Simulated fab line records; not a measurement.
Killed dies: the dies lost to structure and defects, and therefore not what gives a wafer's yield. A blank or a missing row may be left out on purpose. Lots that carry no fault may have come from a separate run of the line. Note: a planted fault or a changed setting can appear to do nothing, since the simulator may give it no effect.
Matching of chambers | flow sfqLine | 4 sister chambers for SFQ_TRILAYER_I4_CMP_CMP_100 on cmp-01
The step polishes SiO2. 8 wafers are shown with their chamber, then 8 later ones without.

== WAFERS PAIRED WITH THEIR CHAMBERS ==
wafer  | chamber | motorCurrentA (A) | timeToEndpointS (s)
L812.5 | 0       | 9.3               | 207
L814.1 | 2       | 9.8               | 197
L821.1 | 1       | 8.1               | 195
L821.5 | 3       | 11.7              | 221
L823.1 | 2       | 9.5               | 209
L823.5 | 0       | 9.6               | 216
L823.6 | 3       | 11.1              | 226
L824.4 | 1       | 8.6               | 215

== WAFERS WHOSE CHAMBER IS MISSING ==
wafer  | motorCurrentA (A) | timeToEndpointS (s)
L824.1 | 9.6               | 205
L824.6 | 10.1              | 199
L825.1 | 10.2              | 220
L825.3 | 9.8               | 209
L825.5 | 9.4               | 219
L828.1 | 8.8               | 204
L828.3 | 9.5               | 202
L828.5 | 9.2               | 197

== EACH ONE'S CHAMBER ==
wafer  | from the rows above          | in truth
L824.1 | can't be placed: 2 or 0      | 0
L824.6 | can't be placed: 2 or 0      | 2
L825.1 | can't be placed: 0 or 2 or 3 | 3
L825.3 | can't be placed: 2 or 0      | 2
L825.5 | can't be placed: 0 or 2      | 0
L828.1 | can't be placed: 1 or 0 or 2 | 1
L828.3 | can't be placed: 2 or 0      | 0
L828.5 | can't be placed: 2 or 0 or 1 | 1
Correct placement for 0 of the 8. Can't be placed from these rows: 8 (the true chamber is among the candidates in 8). Number placed wrongly: 0.
How it was worked out, from the rows above alone: a wafer's distance from a chamber is the root of the sum, over the readings, of the square of ((its reading less the chamber's mean) divided by the reading's scatter). If the next closest chamber is less than 2 further off than the closest, the wafer can't be placed; otherwise it belongs to the closest. For every chamber, the mean is computed from those of its wafers that are shown. The scatter: take each reading less its chamber's mean, square it, sum over the shown wafers, divide by the number of wafers less the number of chambers, and take the root.
